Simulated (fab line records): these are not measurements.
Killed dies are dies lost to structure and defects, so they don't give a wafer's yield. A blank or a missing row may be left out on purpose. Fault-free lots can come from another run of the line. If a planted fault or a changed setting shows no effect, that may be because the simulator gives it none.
Which tool was responsible? :: flow sky130 :: 12 lots, 36 wafers sampled, at 4 steps of a route of 708

== WHAT THE GAUGES SHOWED, per wafer ==
SKY_VIA2_THK_MEAS_01.
lot: L529
measured: day 35 22:43
on: filmMetro-02
VIA2_HDPCVD_THK (nm): 1179 1162 1175

lot: L530
measured: day 36 12:04
on: filmMetro-03
VIA2_HDPCVD_THK (nm): 1164 1178 1175

lot: L531
measured: day 36 16:46
on: filmMetro-01
VIA2_HDPCVD_THK (nm): 1163 1172 1200

lot: L533
measured: day 37 18:53
on: filmMetro-02
VIA2_HDPCVD_THK (nm): 1187 1195 1196

lot: L534
measured: day 37 23:29
on: filmMetro-01
VIA2_HDPCVD_THK (nm): 1169 1184 1176

lot: L537
measured: day 39 00:08
on: filmMetro-01
VIA2_HDPCVD_THK (nm): 1181 1164 1171

lot: L538
measured: day 39 01:42
on: filmMetro-01
VIA2_HDPCVD_THK (nm): 1178 1190 1163

lot: L539
measured: day 39 04:31
on: filmMetro-03
VIA2_HDPCVD_THK (nm): 1176 1182 1185

lot: L543
measured: day 40 05:04
on: filmMetro-01
VIA2_HDPCVD_THK (nm): 1169 1174 1174

lot: L542
measured: day 40 07:34
on: filmMetro-01
VIA2_HDPCVD_THK (nm): 1191 1191 1196

lot: L551
measured: day 42 05:57
on: filmMetro-02
VIA2_HDPCVD_THK (nm): 815 811 812

lot: L552
measured: day 42 16:01
on: filmMetro-01
VIA2_HDPCVD_THK (nm): 821 818 803

SKY_VIA2_BOW_MEAS_03.
lot: L529
measured: day 35 23:05
on: filmMetro-01
VIA2_BOW (um): 81 85 93

lot: L530
measured: day 36 12:25
on: filmMetro-02
VIA2_BOW (um): 91 88 76

lot: L531
measured: day 36 17:08
on: filmMetro-01
VIA2_BOW (um): 88 89 97

lot: L533
measured: day 37 19:14
on: filmMetro-02
VIA2_BOW (um): 86 85 89

lot: L534
measured: day 37 23:50
on: filmMetro-01
VIA2_BOW (um): 81 80 78

lot: L537
measured: day 39 00:29
on: filmMetro-01
VIA2_BOW (um): 96 89 85

lot: L538
measured: day 39 02:19
on: filmMetro-01
VIA2_BOW (um): 81 92 77

lot: L539
measured: day 39 05:30
on: filmMetro-02
VIA2_BOW (um): 89 83 83

lot: L543
measured: day 40 05:25
on: filmMetro-01
VIA2_BOW (um): 92 86 78

lot: L542
measured: day 40 07:56
on: filmMetro-02
VIA2_BOW (um): 79 85 79

lot: L551
measured: day 42 06:19
on: filmMetro-02
VIA2_BOW (um): 86 88 76

lot: L552
measured: day 42 16:24
on: filmMetro-01
VIA2_BOW (um): 86 85 99

== WHAT TOOL EACH LOT RAN ON (gives the tool, then ch and the chambers of the sampled wafers, and finally the start) ==
lot: L529
SKY_METAL2_SPUTTER_00: pvdSputter-03, day 34 19:12
SKY_VIA2_HDPCVD_00: hdpcvd-02 ch 0,1,2, day 35 22:36

lot: L530
SKY_METAL2_SPUTTER_00: pvdSputter-02, day 35 08:13
SKY_VIA2_HDPCVD_00: hdpcvd-01 ch 0,2, day 36 11:56

lot: L531
SKY_METAL2_SPUTTER_00: pvdSputter-02, day 35 11:43
SKY_VIA2_HDPCVD_00: hdpcvd-01 ch 0,1,2, day 36 16:37

lot: L533
SKY_METAL2_SPUTTER_00: pvdSputter-02, day 36 14:34
SKY_VIA2_HDPCVD_00: hdpcvd-02 ch 1,2, day 37 18:45

lot: L534
SKY_METAL2_SPUTTER_00: pvdSputter-02, day 36 19:18
SKY_VIA2_HDPCVD_00: hdpcvd-02 ch 0,2, day 37 23:21

lot: L537
SKY_METAL2_SPUTTER_00: pvdSputter-01, day 37 20:49
SKY_VIA2_HDPCVD_00: hdpcvd-01 ch 1,2, day 39 00:00

lot: L538
SKY_METAL2_SPUTTER_00: pvdSputter-02, day 37 22:10
SKY_VIA2_HDPCVD_00: hdpcvd-01 ch 1,2, day 39 01:34

lot: L539
SKY_METAL2_SPUTTER_00: pvdSputter-03, day 38 00:55
SKY_VIA2_HDPCVD_00: hdpcvd-01 ch 0,1, day 39 04:23

lot: L543
SKY_METAL2_SPUTTER_00: pvdSputter-03, day 39 01:59
SKY_VIA2_HDPCVD_00: hdpcvd-02 ch 0,1,2, day 40 04:56

lot: L542
SKY_METAL2_SPUTTER_00: pvdSputter-01, day 39 04:54
SKY_VIA2_HDPCVD_00: hdpcvd-02 ch 0,1,2, day 40 07:25

lot: L551
SKY_METAL2_SPUTTER_00: pvdSputter-02, day 41 03:49
SKY_VIA2_HDPCVD_00: hdpcvd-01 ch 1,2, day 42 05:50

lot: L552
SKY_METAL2_SPUTTER_00: pvdSputter-01, day 41 13:58
SKY_VIA2_HDPCVD_00: hdpcvd-01 ch 0,1,2, day 42 15:55
- SKY_METAL2_SPUTTER_00: material Ti, target thk 15 nm, time 10 s.
- SKY_VIA2_HDPCVD_00: deposits SiO2, target thk 1180 nm, time 196.7 s.

== AS READ BY THE TOOLS THEMSELVES (means over the sampled wafers that have a number; for cases with no such wafer, the mark the record gives instead) ==
SKY_METAL2_SPUTTER_00.
lot: L529
tool: pvdSputter-03
throttleValvePct (%): 29.0

lot: L530
tool: pvdSputter-02
throttleValvePct (%): 29.8

lot: L531
tool: pvdSputter-02
throttleValvePct (%): 30.0

lot: L533
tool: pvdSputter-02
throttleValvePct (%): 30.6

lot: L534
tool: pvdSputter-02
throttleValvePct (%): 29.8

lot: L537
tool: pvdSputter-01
throttleValvePct (%): 30.2

lot: L538
tool: pvdSputter-02
throttleValvePct (%): 30.3

lot: L539
tool: pvdSputter-03
throttleValvePct (%): 29.2

lot: L543
tool: pvdSputter-03
throttleValvePct (%): 29.2

lot: L542
tool: pvdSputter-01
throttleValvePct (%): 28.8

lot: L551
tool: pvdSputter-02
throttleValvePct (%): 30.1

lot: L552
tool: pvdSputter-01
throttleValvePct (%): 28.6

== THE ANSWER, worked out from the rows above alone ==
Rule: the lots themselves supply what counts as usual. Put in order of their means at a reading, lots are off if they are a third of the lots or fewer, leave a main group of 4 or more, and stand apart from it by a gap of 3 or more times the standard deviation of the main group's means; of several such gaps the widest counts. A main group is skipped when, at the precision printed for the reading in the tables above, its means are all equal. Also off: a lot with no number at a reading for which 4 or more lots have one. The other lots that the step has rows for count as sound. After the gauges, taken in route order, come the tools' own readings; for these a lot's mean is taken, as printed above. The first step at which some lot is off is used, and at that step the reading that is off furthest; a lot without a number counts as furthest.
Off: L551, L552, seen at SKY_VIA2_THK_MEAS_01 (VIA2_HDPCVD_THK). The main group: mean 1179 nm, standard deviation 7.6.
A tool fits if, at a process step before that reading, it ran every lot that is off, and no sound lot after the first of them. Gauges at SKY_VIA2_THK_MEAS_01: tried the same way as those tools. One fits: hdpcvd-01 at SKY_VIA2_HDPCVD_00. A fault onset in the window from L539 (day 39 04:23, its last sound lot) to L551 (day 42 05:50, its first lot off) fits.

== WHAT THE SIMULATOR HAD PUT IN ==
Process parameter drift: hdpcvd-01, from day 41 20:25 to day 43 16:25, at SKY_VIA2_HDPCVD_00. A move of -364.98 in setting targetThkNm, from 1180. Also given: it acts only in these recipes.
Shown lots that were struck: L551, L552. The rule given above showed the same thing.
